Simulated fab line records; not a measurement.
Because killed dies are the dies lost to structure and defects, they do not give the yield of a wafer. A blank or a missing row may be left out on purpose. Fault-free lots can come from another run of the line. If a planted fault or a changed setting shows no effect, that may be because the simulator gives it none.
Problem report, 8D (eight disciplines) form, completed by code    flow sky130    the parts of the form that need people (team, actions taken, sign-off) are left out

1. WHAT WENT WRONG
killed_at_M0_to_M3 at SKY_PAD_OPEN_PROBE_99 reads a mean of 83 on 1 wafer of 1 lot; wafers without a fault read 45 with a standard deviation of 6.3. Relative to the usual mean, that is a shift of +6.0 standard deviations.
Seen first at day 48 11:36 on prober-02, wafer L897.1. The record has a number at this step for 9 wafers belonging to 3 lots. The rule behind "out" and "out of limits": a value lying over 4 standard deviations away from the usual mean. The rest of the wafers with a number are treated as sound.

2. WHAT IT IS, AND WHAT IT ISN'T
question                     is                                                                           is not
which readings at this step  killed_at_M0_to_M3, defectLimitedYield, killedDies, sortNPass, sortYieldPct  killedAtContacts, killedAtFrontEnd, killedAtOther, killedOpen, killedShort, sort_bin_6_memory
which lots                   L897                                                                         L891, L909
which wafers of those lots   L897.1                                                                       L897.4, L897.5
read on which tools          prober-02                                                                    prober-01
when                         from day 48 11:36                                                            up to then (3 sound wafers); but 5 sound wafers of L897, L909 came after

3. THE SUSPECTS, EACH WITH WHAT RULES IT OUT
Counting: any tool at a process step up to the reading remains a suspect provided it ran every lot that is out. Sound lots after the first of them don't rule it out here, since some wafers of a struck lot are sound.
- pvdSputter-01 at SKY_METAL3_SPUTTER_02 (material AlCu, target thk 735 nm, time 39.1 s): kept. It ran the lot that is out, L897 (day 39 01:27).
- pvdSputter-03 at SKY_VIA4_SPUTTER_17 (material TiN, target thk 20 nm, time 80 s): kept. It ran the lot that is out, L897 (day 45 13:05); its last sound lot up to then is L891 (day 45 00:36).
- prober-02 at SKY_PAD_OPEN_PROBE_99: kept. It ran the lot that is out, L897 (day 48 11:36). Out on those wafers are its own readings of defectLimitedYield, killed_at_M0_to_M3, killedDies, sortNPass, sortYieldPct.
pvdSputter-01 at SKY_METAL3_SPUTTER_02, pvdSputter-03 at SKY_VIA4_SPUTTER_17 and prober-02 at SKY_PAD_OPEN_PROBE_99 are what is left after counting.

4. THE CAUSE (what the simulator had put in)
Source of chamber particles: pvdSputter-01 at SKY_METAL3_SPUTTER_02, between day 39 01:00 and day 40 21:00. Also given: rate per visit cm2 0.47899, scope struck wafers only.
After counting, 3 suspects remain, this tool included.

5. THE CHAIN OF EFFECTS, in route order
Each row: a reading whose mean over the struck wafers that have a number lies more than 3 standard deviations from the usual. Readings are gone through only where the record gives a usual standard deviation; hours: the median, over the lots, of the time from a lot's start at the first step in this table giving one to that lot's start at this step; sigmas: the change measured in usual standard deviations.
hours  step                   reading               usual   on struck wafers  change  sigmas
0      SKY_PAD_OPEN_PROBE_99  defectLimitedYield    82.5 %  73.8              -8.7    -4.8
0      SKY_PAD_OPEN_PROBE_99  killed_at_M0_to_M3    45      83                +38     +6.0
0      SKY_PAD_OPEN_PROBE_99  killedDies            86      129               +43     +4.8
0      SKY_PAD_OPEN_PROBE_99  sort_bin_3_pad_short  0.8 %   2.4               +1.6    +3.8
0      SKY_PAD_OPEN_PROBE_99  sort_bin_5_function   10.3 %  15.9              +5.6    +4.0
0      SKY_PAD_OPEN_PROBE_99  sortNPass             406     363               -43     -4.8
0      SKY_PAD_OPEN_PROBE_99  sortYieldPct          82.5 %  73.8              -8.7    -4.8
It contains these process steps:
- SKY_PAD_OPEN_PROBE_99

6. HOW IT WOULD HAVE BEEN CAUGHT EARLIER
In this record no reading fell out of limits until day 48 11:36, 227 hours after the fault had begun at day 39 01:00.
Tool readings at SKY_METAL3_SPUTTER_02 with a usual standard deviation given in the record: none out on any struck wafer, hence no alarm at a limit of 4 standard deviations on them.
Lots out: 1; all had begun SKY_METAL3_SPUTTER_02 on pvdSputter-01 by day 48 11:36. Had the tool been put on hold then, not one of them would have been saved.
